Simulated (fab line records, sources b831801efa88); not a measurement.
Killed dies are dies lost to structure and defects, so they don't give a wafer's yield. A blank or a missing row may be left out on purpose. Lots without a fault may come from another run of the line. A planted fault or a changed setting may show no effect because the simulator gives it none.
fab line records | flow gf180mcu
record lots=13 wafers=39 last_day=34
route steps=602 shown HV_LDD@212 M3@412 V3@430
lots that met no fault: from a run of the same line without faults
start_h: hours from the record's first day to the start of the lot's first wafer shown | wait_h: hours since the lot's step before | " the same as in the row above | L1.1+2: a row that stands for several wafers | - no value, or no start given | * or withheld: withheld | < > ~ a bound
route shown NAME@n: a module of which the file shows steps, and the number in the route of the first | usual: mean/standard deviation of fault-free wafers | same: alike in all rows | chamber/n: place in a boat | sites: the reading at each site | _std_site: their standard deviation | _edge_site: outer sites' mean less inner sites' | radius_mm: how far each site lies from the wafer's centre | mask NAME#n: copy n | behind: the tool/chamber that last shaped the wafer | hold: why the lot was held/for how many hours/how that ended | device: the transistor (n, p or np) that didn't switch | end of line: the same wafers' tests at the end of the route | a step without rows: its recipe alone | killed: dies lost to structure and defects at the first sort, not the wafer's yield | map: a wafer's dies, x killed, . not, _ none there
set.NAME: the setting as run; set.NAME@STEP: as run at that earlier step | model.NAME: the simulator's own value behind a step, which no gauge read
steps of the route over a sample of lots; a table a step, a row a wafer
services: from which hour (start_h, from the record's first day; less than 0 if before it) a tool's chamber was out of use, for how many hours, and why
## steps
# step GF_HV_LDD_IMPLANT_36
# recipe species=P energy_kev=60 dose_cm2=7.5e+12 tilt_deg=30 rotation_deg=270
# usual end_station_pressure_torr=5.04e-06/2.8e-07 tilt_deg=30.004/0.019
# columns lot.wafer tool chamber start_h wait_h end_station_pressure_torr tilt_deg
L592.2 implanter-01 0 261.44 0.1 5.09e-06 29.977
L592.3 " 0 " " 5.27e-06 29.999
L592.5 " 0 " " 4.78e-06 29.983
L596.2 implanter-04 0 288.56 0.1 4.97e-06 30.021
L596.3 " 0 " " 4.98e-06 30.020
L596.6 " 0 " " 5.18e-06 29.997
L597.3 implanter-04 0 296.53 0.1 4.94e-06 30.027
L597.5 " 0 " " 5.4e-06 29.993
L597.6 " 0 " " 5.27e-06 29.971
L598.3 implanter-01 0 300.78 0.1 5.02e-06 30.036
L598.4 " 0 " " 5.18e-06 30.018
L598.6 " 0 " " 4.95e-06 30.014
L599.3 implanter-01 0 306.28 0.1 5.52e-06 30.027
L599.4 " 0 " " 5.38e-06 30.005
L599.6 " 0 " " 5.32e-06 30.014
L603.1 implanter-04 0 341.58 0.1 5.09e-06 30.019
L603.5 " 0 " " 5.33e-06 30.007
L603.6 " 0 " " 5.94e-06 29.968
L604.1 implanter-01 0 347.08 0.1 4.92e-06 -0.009
L604.3 " 0 " " 4.62e-06 -0.003
L604.5 " 0 " " 5.49e-06 0.015
L605.2 implanter-01 0 356.75 0.1 4.73e-06 0.022
L605.4 " 0 " " 5.06e-06 -0.022
L605.5 " 0 " " 4.96e-06 0.009
L610.4 implanter-02 0 392.60 0.1 5.3e-06 29.994
L610.5 " 0 " " 5.04e-06 29.993
L610.6 " 0 " " 4.84e-06 29.999
L611.2 implanter-04 0 405.60 0.1 5.55e-06 30.022
L611.3 " 0 " " 4.85e-06 29.966
L611.6 " 0 " " 4.81e-06 30.001
L612.4 implanter-02 0 410.04 0.1 5.09e-06 30.007
L612.5 " 0 " " 5.02e-06 29.996
L612.6 " 0 " " 4.99e-06 29.985
L613.1 implanter-04 0 416.83 0.1 4.67e-06 30.020
L613.3 " 0 " " 5.25e-06 30.023
L613.6 " 0 " " 5.13e-06 30.011
L614.1 implanter-02 0 424.68 0.1 5.01e-06 30.025
L614.3 " 0 " " 4.94e-06 29.988
L614.4 " 0 " " 4.5e-06 30.006
# step GF_HV_LDD_RS_MEAS_53
# recipe thk_meas_gauge=four-point-probe
# usual HV_LDD_RS=418.4/1.1
# columns lot.wafer tool chamber start_h wait_h HV_LDD_RS[ohm/sq]
L592.2 film_metro-04 - 281.08 0.1 420.2
L592.3 " - " " 420.3
L592.5 " - " " 419.9
L596.2 film_metro-01 - 310.06 0.1 418.0
L596.3 " - " " 418.8
L596.6 " - " " 417.7
L597.3 film_metro-01 - 318.06 0.1 418.8
L597.5 " - " " 419.4
L597.6 " - " " 418.2
L598.3 film_metro-04 - 322.15 0.1 420.2
L598.4 " - " " 418.7
L598.6 " - " " 418.7
L599.3 film_metro-04 - 327.88 0.1 417.7
L599.4 " - " " 417.6
L599.6 " - " " 419.5
L603.1 film_metro-01 - 364.34 0.1 417.9
L603.5 " - " " 418.7
L603.6 " - " " 417.8
L604.1 film_metro-03 - 369.40 0.1 377.0
L604.3 " - " " 375.0
L604.5 " - " " 376.1
L605.2 film_metro-01 - 379.78 0.1 375.1
L605.4 " - " " 374.7
L605.5 " - " " 376.0
L610.4 film_metro-03 - 416.26 0.1 418.7
L610.5 " - " " 417.2
L610.6 " - " " 418.5
L611.2 film_metro-03 - 429.97 0.1 417.4
L611.3 " - " " 418.2
L611.6 " - " " 418.1
L612.4 film_metro-04 - 434.20 0.1 418.2
L612.5 " - " " 417.9
L612.6 " - " " 418.0
L613.1 film_metro-01 - 441.57 0.1 418.9
L613.3 " - " " 417.4
L613.6 " - " " 416.6
L614.1 film_metro-01 - 449.25 0.1 418.4
L614.3 " - " " 418.3
L614.4 " - " " 417.4
# step GF_M3_SPUTTER_03
# recipe material=Ti target_thk_nm=10 substrate_temp_c=300 chamber_pressure_pa=0.3 power_w=3000 time_s=6.7
# usual throttle_valve_pct=29.9/0.64
# same time_s=6.7
# columns lot.wafer tool chamber start_h wait_h throttle_valve_pct
L592.2 pvd_sputter-04 - 472.76 0.0 30.1
L592.3 " - " " 29.6
L592.5 " - " " 29.7
L596.2 pvd_sputter-04 - 505.75 0.0 31.1
L596.3 " - " " 29.8
L596.6 " - " " 30.2
L597.3 pvd_sputter-03 - 516.34 0.0 31.1
L597.5 " - " " 29.7
L597.6 " - " " 30.9
L598.3 pvd_sputter-01 - 522.27 0.0 29.5
L598.4 " - " " 29.6
L598.6 " - " " 30.2
L599.3 pvd_sputter-03 - 527.20 0.0 29.6
L599.4 " - " " 29.8
L599.6 " - " " 30.9
L603.1 pvd_sputter-03 - 565.72 0.0 31.3
L603.5 " - " " 29.4
L603.6 " - " " 29.4
L604.1 pvd_sputter-04 - 569.26 0.0 29.4
L604.3 " - " " 30.4
L604.5 " - " " 29.7
L605.2 pvd_sputter-03 - 580.73 0.0 31.1
L605.4 " - " " 29.1
L605.5 " - " " 29.9
L610.4 pvd_sputter-01 - 613.57 0.0 30.2
L610.5 " - " " 29.5
L610.6 " - " " 30.0
L611.2 pvd_sputter-03 - 624.93 0.0 29.0
L611.3 " - " " 31.0
L611.6 " - " " 28.9
L612.4 pvd_sputter-03 - 628.42 0.0 29.8
L612.5 " - " " 30.9
L612.6 " - " " 29.3
L613.1 pvd_sputter-04 - 634.97 0.0 29.7
L613.3 " - " " 29.5
L613.6 " - " " 29.7
L614.1 pvd_sputter-04 - 641.47 0.0 29.7
L614.3 " - " " 31.0
L614.4 " - " " 29.7
# step GF_M3_THK_MEAS_06
# recipe thk_meas_gauge=xrf reads=AlCu_of_M3_SPUTTER_02
# usual M3_ALCU_THK=452/5.6
# columns lot.wafer tool chamber start_h wait_h M3_ALCU_THK[nm]
L592.2 film_metro-01 - 472.95 0.1 455
L592.3 " - " " 456
L592.5 " - " " 461
L596.2 film_metro-04 - 505.94 0.1 454
L596.3 " - " " 452
L596.6 " - " " 445
L597.3 film_metro-01 - 516.54 0.1 456
L597.5 " - " " 453
L597.6 " - " " 454
L598.3 film_metro-02 - 522.47 0.1 455
L598.4 " - " " 456
L598.6 " - " " 459
L599.3 film_metro-02 - 527.40 0.1 456
L599.4 " - " " 456
L599.6 " - " " 456
L603.1 film_metro-04 - 565.90 0.1 452
L603.5 " - " " 456
L603.6 " - " " 451
L604.1 film_metro-02 - 569.44 0.1 458
L604.3 " - " " 457
L604.5 " - " " 454
L605.2 film_metro-01 - 580.92 0.1 451
L605.4 " - " " 446
L605.5 " - " " 456
L610.4 film_metro-01 - 613.78 0.1 454
L610.5 " - " " 450
L610.6 " - " " 450
L611.2 film_metro-01 - 625.12 0.1 449
L611.3 " - " " 454
L611.6 " - " " 445
L612.4 film_metro-04 - 628.63 0.1 448
L612.5 " - " " 445
L612.6 " - " " 450
L613.1 film_metro-01 - 635.15 0.1 444
L613.3 " - " " 450
L613.6 " - " " 445
L614.1 film_metro-02 - 641.65 0.1 458
L614.3 " - " " 450
L614.4 " - " " 450
# step GF_V3_THK_MEAS_01
# recipe reads=SiO2_of_V3_CVD_00
# usual V3_CVD_00_THK=602/7
# columns lot.wafer tool chamber start_h wait_h V3_CVD_00_THK[nm]
L592.2 film_metro-04 - 497.94 0.0 594
L592.3 " - " " 590
L592.5 " - " " 591
L596.2 film_metro-03 - 529.83 0.0 589
L596.3 " - " " 592
L596.6 " - " " 589
L597.3 film_metro-04 - 540.56 0.1 600
L597.5 " - " " 596
L597.6 " - " " 605
L598.3 film_metro-02 - 546.30 0.1 604
L598.4 " - " " 593
L598.6 " - " " 610
L599.3 film_metro-02 - 550.71 0.1 603
L599.4 " - " " 603
L599.6 " - " " 598
L603.1 film_metro-02 - 587.48 0.0 619
L603.5 " - " " 618
L603.6 " - " " 618
L604.1 film_metro-04 - 591.77 0.0 608
L604.3 " - " " 599
L604.5 " - " " 612
L605.2 film_metro-02 - 603.01 0.0 592
L605.4 " - " " 589
L605.5 " - " " 587
L610.4 film_metro-03 - 634.60 0.0 601
L610.5 " - " " 603
L610.6 " - " " 597
L611.2 film_metro-02 - 646.16 0.0 598
L611.3 " - " " 600
L611.6 " - " " 608
L612.4 film_metro-02 - 649.93 0.0 607
L612.5 " - " " 602
L612.6 " - " " 610
L613.1 film_metro-03 - 656.14 0.0 597
L613.3 " - " " 601
L613.6 " - " " 609
L614.1 film_metro-02 - 662.79 0.0 598
L614.3 " - " " 594
L614.4 " - " " 602
## services
# columns tool chamber start_h hours kind
implanter-01 - 255.09 3.0 repair
implanter-02 - 361.21 3.4 pm
implanter-01 - 362.86 5.2 pm
pvd_sputter-03 - 377.28 83.3 repair
pvd_sputter-04 - 403.89 3.6 repair
pvd_sputter-04 - 412.99 4.1 repair
implanter-02 - 438.09 4.0 repair
implanter-02 - 444.78 1.1 repair
implanter-02 - 450.13 1.3 repair
pvd_sputter-03 - 459.09 8.8 repair
implanter-01 - 470.54 3.5 repair
implanter-01 - 499.37 3.2 repair
pvd_sputter-03 - 501.47 1.7 repair
implanter-02 - 521.70 1.0 repair
implanter-04 - 529.15 3.1 pm
implanter-02 - 545.57 4.5 repair
pvd_sputter-04 - 572.64 8.5 repair
implanter-01 - 576.48 0.6 repair
implanter-02 - 604.88 0.8 repair
implanter-01 - 608.31 3.0 repair
implanter-04 - 608.54 2.0 repair
implanter-04 - 612.06 12.9 pm
implanter-01 - 618.21 1.3 repair
implanter-04 - 633.44 2.6 pm
## key
first_sign step=GF_HV_LDD_IMPLANT_36 reading=tilt_deg direction=down sigmas=99+ usual=30.004 struck=0.002
effect step=GF_HV_LDD_RS_MEAS_53 reading=HV_LDD_RS direction=down sigmas=40 usual=418.4 struck=375.6
met_at GF_HV_LDD_IMPLANT_36
struck_lots L604,L605
tester_left_out L604,L605
not_acting_at GF_M3_SPUTTER_03,GF_M3_THK_MEAS_06,GF_V3_THK_MEAS_01
onset_between 306.28 347.08
fault kind=process_parameter_drift tool=implanter-01 chamber=- onset_h=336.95 steps=GF_HV_LDD_IMPLANT_36 channel=tilt_deg offset=-30 shape=step end_h=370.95 acts_in=these_recipes_only stated=30
# tester_left_out: of these lots the tester's yield and bins aren't shown, on N5 and GAA mostly nor the transistor test; their killed dies are dies lost to structure and defects alone, not to doping, threshold or leakage, so they don't give the yield
